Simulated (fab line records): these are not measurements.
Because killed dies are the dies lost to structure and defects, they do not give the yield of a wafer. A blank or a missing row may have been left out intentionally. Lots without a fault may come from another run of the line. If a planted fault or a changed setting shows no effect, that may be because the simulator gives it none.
Chamber matching    flow sky130    4 sister chambers for SKY_CONTACT_ETCH_17 on rie-diel-04
The step etches SiO2 in C4F8/O2/Ar, stops on Si3N4, target depth 340 nm. 8 wafers are shown with their chamber, then 12 later ones without.

== WAFERS WITH THEIR CHAMBER ==
wafer   chamber  oes-product-au (a.u.)
L088.1  0        0.891
L088.2  1        0.896
L088.3  3        0.894
L088.5  1        0.890
L088.6  0        0.895
L090.1  2        0.899
L090.2  3        0.890
L090.6  2        0.897

== WAFERS MISSING THEIR CHAMBER ==
wafer   oes-product-au (a.u.)
L093.1  0.887
L093.4  0.900
L093.6  0.900
L095.1  0.895
L095.3  0.891
L095.6  0.891
L096.1  0.889
L096.2  0.898
L096.5  0.885
L097.3  0.894
L097.5  0.887
L097.6  0.886

== WHICH CHAMBER EACH ONE RAN IN ==
wafer   from the rows above                in truth
L093.1  can't be placed: 3 or 0 or 1 or 2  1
L093.4  can't be placed: 2 or 0 or 1       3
L093.6  can't be placed: 2 or 0 or 1       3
L095.1  can't be placed: 0 or 1 or 2 or 3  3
L095.3  can't be placed: 3 or 0 or 1       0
L095.6  can't be placed: 3 or 0 or 1       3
L096.1  can't be placed: 3 or 0 or 1       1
L096.2  can't be placed: 2 or 0 or 1       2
L096.5  can't be placed: 3 or 0 or 1 or 2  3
L097.3  can't be placed: 0 or 1 or 3 or 2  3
L097.5  can't be placed: 3 or 0 or 1 or 2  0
L097.6  can't be placed: 3 or 0 or 1       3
0 of 12 placed correctly. Not placeable from these rows: 12 (in 10, the candidates include the true chamber). Wrongly placed: 0.
How it was worked out, from the rows above alone: a wafer's distance from a chamber is the root of the sum, over the readings, of the square of ((its reading less the chamber's mean) divided by the reading's scatter). If the next closest chamber is less than 2 further off than the closest, the wafer can't be placed; otherwise it belongs to the closest. The mean given for a chamber averages the wafers shown for that chamber. How the scatter is found: for the shown wafers, subtract from each reading the mean of its chamber, square and add these, divide the total by (wafers less chambers), then take the root.
